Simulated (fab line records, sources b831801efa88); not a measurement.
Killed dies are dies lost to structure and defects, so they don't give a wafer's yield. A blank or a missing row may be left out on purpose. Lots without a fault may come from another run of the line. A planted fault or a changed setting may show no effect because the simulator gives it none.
fab line records | flow sky130
record lots=15 wafers=45 last_day=50
route steps=708 shown VIA4@650 PASSIVATION@690 PAD_OPEN@702
lots that met no fault: from a run of the same line without faults
start_h: hours from the record's first day to the start of the lot's first wafer shown | wait_h: hours since the lot's step before | " the same as in the row above | L1.1+2: a row that stands for several wafers | - no value, or no start given | * or withheld: withheld | < > ~ a bound
route shown NAME@n: a module of which the file shows steps, and the number in the route of the first | usual: mean/standard deviation of fault-free wafers | same: alike in all rows | chamber/n: place in a boat | sites: the reading at each site | _std_site: their standard deviation | _edge_site: outer sites' mean less inner sites' | radius_mm: how far each site lies from the wafer's centre | mask NAME#n: copy n | behind: the tool/chamber that last shaped the wafer | hold: why the lot was held/for how many hours/how that ended | device: the transistor (n, p or np) that didn't switch | end of line: the same wafers' tests at the end of the route | a step without rows: its recipe alone | killed: dies lost to structure and defects at the first sort, not the wafer's yield | map: a wafer's dies, x killed, . not, _ none there
set.NAME: the setting as run; set.NAME@STEP: as run at that earlier step | model.NAME: the simulator's own value behind a step, which no gauge read
steps of the route over a sample of lots; a table a step, a row a wafer
services: from which hour (start_h, from the record's first day; less than 0 if before it) a tool's chamber was out of use, for how many hours, and why
## steps
# step SKY_VIA4_OVL_MEAS_11
# usual VIA4_OVL=-0.2/1.3
# columns lot.wafer tool chamber start_h wait_h VIA4_OVL[nm]
L739.3 overlay-01 - 1003.00 0.1 0.0
L739.5 " - " " -0.4
L739.6 " - " " 0.3
L741.2 overlay-02 - 1015.69 0.1 -0.3
L741.3 " - " " -1.3
L741.6 " - " " -0.4
L742.3 overlay-02 - 1032.29 0.1 -1.4
L742.5 " - " " 1.3
L742.6 " - " " 0.6
L743.2 overlay-01 - 1032.38 0.1 1.0
L743.3 " - " " -0.3
L743.4 " - " " 0.6
L744.2 overlay-02 - 1039.69 0.1 -3.6
L744.4 " - " " -3.5
L744.6 " - " " -3.0
L746.1 overlay-01 - 1054.49 0.1 -1.2
L746.3 " - " " 0.2
L746.5 " - " " 0.7
L747.2 overlay-01 - 1072.98 0.1 1.2
L747.3 " - " " 0.9
L747.4 " - " " 1.1
L752.3 overlay-02 - 1110.14 0.1 -1.5
L752.5 " - " " -1.2
L752.6 " - " " -2.2
L753.3 overlay-01 - 1111.45 0.1 -0.9
L753.5 " - " " 0.6
L753.6 " - " " -1.1
L754.1 overlay-01 - 1111.83 0.1 -0.6
L754.4 " - " " 0.4
L754.5 " - " " 0.5
L756.1 overlay-02 - 1115.54 0.1 0.9
L756.3 " - " " 0.7
L756.5 " - " " -0.6
L757.3 overlay-02 - 1120.65 0.1 -1.5
L757.4 " - " " -1.3
L757.5 " - " " -0.8
L759.2 overlay-01 - 1141.68 0.1 -1.4
L759.3 " - " " -1.1
L759.5 " - " " -0.8
L760.1 overlay-02 - 1142.59 0.1 2.5
L760.3 " - " " 1.2
L760.4 " - " " 1.3
L761.1 overlay-02 - 1147.82 0.1 1.2
L761.2 " - " " 2.2
L761.5 " - " " 1.1
# step SKY_VIA4_CMP_21
# recipe stop_on=SiO2 t_overpolish_s=25 down_force_psi=3.5 platen_rpm=60 target_thk_nm=0 pad_velocity_m_s=0.94248
# usual motor_current_A=11.4/1 overpolish_run_s=25.000/0.0094 slurry_filter_dp_kPa=13.51/0.12 time_to_endpoint_s=123/4
# columns lot.wafer tool chamber start_h wait_h motor_current_A overpolish_run_s slurry_filter_dp_kPa time_to_endpoint_s
L739.3 cmp-01 2 1004.27 0.2 12.8 25.001 13.06 126
L739.6 " 3 " " 11.1 25.001 13.48 127
L739.5 " 0 " " 11.1 25.021 13.67 129
L741.2 cmp-01 1 1016.88 0.1 11.6 24.988 13.51 125
L741.3 " 2 " " 13.0 24.995 13.68 127
L741.6 " 0 " " 11.0 25.001 13.59 132
L742.3 cmp-01 0 1033.39 0.0 10.9 25.020 13.72 125
L742.6 " 0 " " 10.6 24.997 13.38 125
L742.5 " 1 " " 11.4 24.999 13.54 118
L743.4 cmp-02 2 1033.59 0.1 11.9 25.006 13.50 126
L743.2 " 3 " " 9.7 25.016 13.45 125
L743.3 " 0 " " 11.7 24.998 13.36 123
L744.2 cmp-02 3 1040.82 0.0 9.9 24.993 13.40 121
L744.4 " 1 " " 10.0 25.004 13.43 123
L744.6 " 0 " " 12.2 24.987 13.53 120
L746.3 cmp-01 2 1055.64 0.1 12.2 24.989 13.71 122
L746.1 " 3 " " 11.6 25.008 13.53 128
L746.5 " 1 " " 12.1 24.997 13.64 124
L747.3 cmp-02 3 1074.07 0.0 10.1 24.988 13.48 121
L747.2 " 1 " " 10.5 24.996 13.32 121
L747.4 " 2 " " 12.4 25.006 13.74 119
L752.3 cmp-01 1 1116.33 5.1 11.5 25.008 13.55 119
L752.6 " 0 " " 11.0 25.000 13.48 126
L752.5 " 1 " " 11.3 25.002 13.32 123
L753.3 cmp-01 1 1117.58 4.7 12.0 24.997 13.62 121
L753.6 " 3 " " 11.6 25.009 13.47 119
L753.5 " 0 " " 10.8 25.014 13.52 126
L754.4 cmp-01 2 1118.13 5.0 12.9 24.991 13.46 126
L754.1 " 3 " " 11.7 25.003 13.59 124
L754.5 " 1 " " 11.5 25.004 13.55 119
L756.3 cmp-02 1 1121.60 5.0 10.3 25.011 13.48 124
L756.1 " 3 " " 9.5 25.016 13.50 127
L756.5 " 1 " " 10.0 24.996 13.61 124
L757.4 cmp-02 0 1124.55 2.8 12.1 24.999 13.65 121
L757.3 " 3 " " 9.7 25.000 13.36 124
L757.5 " 0 " " 12.0 24.991 13.35 125
L759.2 cmp-02 2 1142.92 0.1 12.0 25.002 13.71 120
L759.3 " 3 " " 10.3 24.997 13.50 125
L759.5 " 1 " " 9.8 25.006 13.62 119
L760.4 cmp-01 1 1143.74 0.0 12.1 25.012 13.65 119
L760.1 " 2 " " 13.7 24.978 13.47 119
L760.3 " 3 " " 11.2 24.999 13.37 123
L761.2 cmp-01 2 1148.97 0.1 12.3 24.999 13.55 113
L761.1 " 0 " " 10.2 24.983 13.42 123
L761.5 " 2 " " 13.0 24.997 13.50 117
# step SKY_PASSIVATION_PEB_09
# recipe temp_c=115 time_s=withheld
# usual chill_plate_temp_C=22.98/0.1 exhaust_pa=45.0/0.81
# columns lot.wafer tool chamber start_h wait_h chill_plate_temp_C exhaust_pa
L739.3 litho_track-04 0 1049 - 22.92 46.0
L739.5 " 0 " " 23.06 45.3
L739.6 " 0 1050 - 22.84 45.8
L741.2 litho_track-04 0 1061 - 22.85 44.6
L741.3 " 0 " " 22.87 45.0
L741.6 " 0 " " 22.92 44.6
L742.3 litho_track-02 0 1076 - 23.11 42.9
L742.5 " 0 " " 23.10 43.9
L742.6 " 0 " " 23.17 45.2
L743.2 litho_track-04 0 1076 - 23.02 46.3
L743.3 " 0 " " 23.04 46.1
L743.4 " 0 " " 23.03 45.8
L744.2 litho_track-04 0 1084 - 22.87 44.4
L744.4 " 0 " " 22.89 45.2
L744.6 " 0 " " 22.95 43.8
L746.1 litho_track-04 0 1097 - 23.12 45.2
L746.3 " 0 " " 22.98 45.1
L746.5 " 0 " " 23.15 45.2
L747.2 litho_track-01 0 1111 - 23.00 45.7
L747.3 " 0 " " 23.09 46.9
L747.4 " 0 " " 23.05 45.4
L752.3 litho_track-01 - 1151 - - -
L752.5 " - " " - -
L752.6 " - " " - -
L753.3 litho_track-02 - 1153 - - -
L753.5 " - " " - -
L753.6 " - " " - -
L754.1 litho_track-04 - 1154 - - -
L754.4 " - " " - -
L754.5 " - " " - -
L756.1 litho_track-01 0 1158 - 22.93 44.3
L756.3 " 0 " " 22.89 43.7
L756.5 " 0 " " 22.98 44.9
L757.3 litho_track-02 0 1162 - 23.03 45.6
L757.4 " 0 " " 23.01 46.0
L757.5 " 0 " " 22.76 45.5
L759.2 litho_track-01 0 1177 - 23.03 43.7
L759.3 " 0 " " 22.90 45.3
L759.5 " 0 1178 - 22.89 45.4
L760.1 litho_track-02 0 1179 - 22.87 44.4
L760.3 " 0 1180 - 22.88 45.0
L760.4 " 0 " " 22.81 44.5
L761.1 litho_track-02 0 1184 - 22.84 45.5
L761.2 " 0 1185 - 22.85 44.6
L761.5 " 0 " " 22.87 44.9
# step SKY_PAD_OPEN_STRIP_08
# recipe chemistry=O2/N2 power_w=1400 pressure_mtorr=1500 platen_temp_c=withheld overash_fraction=0.7 o2_flow_sccm=3000 n2_flow_sccm=300
# usual drypump_motor_current_A=5.7/0.36 oes_product_au=0.662/0.0045
# columns lot.wafer tool chamber start_h wait_h drypump_motor_current_A oes_product_au rf_hours_counter_h
L739.3 plasma_asher-03 0 1071.38 0.1 6.2 0.665 -
L739.5 " 1 " " 5.7 0.658 -
L739.6 " 0 " " 6.2 0.657 -
L741.2 plasma_asher-03 1 1083.10 0.1 5.7 0.658 34
L741.3 " 1 " " 5.7 0.665 -
L741.6 " 1 " " 5.7 0.656 -
L742.3 plasma_asher-02 1 1096.83 0.1 5.9 0.663 -
L742.5 " 0 " " 5.3 0.662 -
L742.6 " 1 " " 5.9 0.665 -
L743.2 plasma_asher-03 0 1096.88 0.1 6.1 0.660 35
L743.3 " 1 " " 5.7 0.659 -
L743.4 " 0 " " 6.1 0.662 -
L744.2 plasma_asher-03 1 1104.80 0.1 5.7 0.662 36
L744.4 " 1 " " 5.7 0.665 -
L744.6 " 0 " " 6.2 0.670 -
L746.1 plasma_asher-01 0 1115.00 0.1 5.9 0.665 5
L746.3 " 0 " " 5.9 0.669 -
L746.5 " 0 " " 5.9 0.669 -
L747.2 plasma_asher-02 0 1127.80 0.1 5.3 0.666 102
L747.3 " 1 " " 5.9 0.668 -
L747.4 " 0 " " 5.3 0.663 -
L752.3 plasma_asher-03 1 1171.93 0.1 5.7 0.662 -
L752.5 " 0 " " 6.2 0.669 -
L752.6 " 1 " " 5.7 0.660 -
L753.3 plasma_asher-02 0 1172.28 0.1 5.3 0.670 -
L753.5 " 0 " " 5.3 0.656 -
L753.6 " 1 " " 5.9 0.664 -
L754.1 plasma_asher-01 0 1172.58 0.1 5.9 0.659 11
L754.4 " 1 " " 5.1 0.658 -
L754.5 " 0 " " 5.9 0.656 -
L756.1 plasma_asher-01 1 1176.70 0.1 5.1 0.661 11
L756.3 " 0 " " 5.8 0.667 -
L756.5 " 0 " " 5.9 0.660 -
L757.3 plasma_asher-03 1 1179.63 0.1 5.7 0.666 -
L757.4 " 0 " " 6.2 0.658 -
L757.5 " 1 " " 5.7 0.664 -
L759.2 plasma_asher-03 0 1193.80 0.1 6.2 0.667 42
L759.3 " 0 " " 6.2 0.664 -
L759.5 " 0 " " 6.2 0.671 -
L760.1 plasma_asher-02 0 1196.15 0.1 5.3 0.659 109
L760.3 " 1 " " 5.9 0.665 -
L760.4 " 0 " " 5.3 0.669 -
L761.1 plasma_asher-02 1 1201.05 0.1 5.9 0.655 109
L761.2 " 0 " " 5.3 0.661 109
L761.5 " 1 " " 5.9 0.663 -
## services
# columns tool chamber start_h hours kind
plasma_asher-02 - 1011.20 8.2 repair
cmp-01 - 1019.40 3.8 repair
cmp-01 - 1046.16 0.7 repair
cmp-01 - 1052.91 1.1 repair
plasma_asher-01 - 1055.25 9.0 pm
plasma_asher-01 0 1055.25 9.0 vent_cycle
plasma_asher-01 1 1055.25 9.0 vent_cycle
cmp-02 - 1055.28 4.3 pm
plasma_asher-01 0 1064.25 - clean
plasma_asher-01 1 1064.25 - clean
cmp-02 - 1075.10 9.9 repair
cmp-01 - 1084.01 4.0 pm
cmp-01 - 1088.01 - consumable_replace:conditioner
cmp-01 - 1088.01 - consumable_replace:pad
cmp-01 - 1088.01 4.1 pm
cmp-01 - 1100.47 0.2 repair
cmp-02 - 1101.04 17.8 pm
cmp-01 - 1101.44 3.9 repair
plasma_asher-03 - 1102.46 1.9 repair
plasma_asher-03 - 1112.13 14.6 pm
cmp-01 - 1115.00 0.4 repair
cmp-01 - 1118.98 7.1 pm
cmp-01 - 1126.71 0.6 repair
plasma_asher-03 - 1126.73 8.7 pm
## key
first_sign step=SKY_PASSIVATION_PEB_09 reading=tool_record direction=missing
effect none on later readings
met_at SKY_PASSIVATION_PEB_09
struck_lots L752,L753,L754
sort_left_out L752.3,L752.5,L752.6,L753.3,L753.5,L753.6,L754.1,L754.4,L754.5
not_acting_at SKY_VIA4_OVL_MEAS_11,SKY_VIA4_CMP_21,SKY_PAD_OPEN_STRIP_08
onset_between 1111 1151
fault kind=skipped_step_whole tool=litho_track-01,litho_track-02,litho_track-04 chamber=- onset_h=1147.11 steps=SKY_PASSIVATION_PEB_09 scope=struck_lots_only
# sort_left_out: the simulated sort isn't trusted on such a fault, so these wafers' sort isn't shown, and their yield isn't known
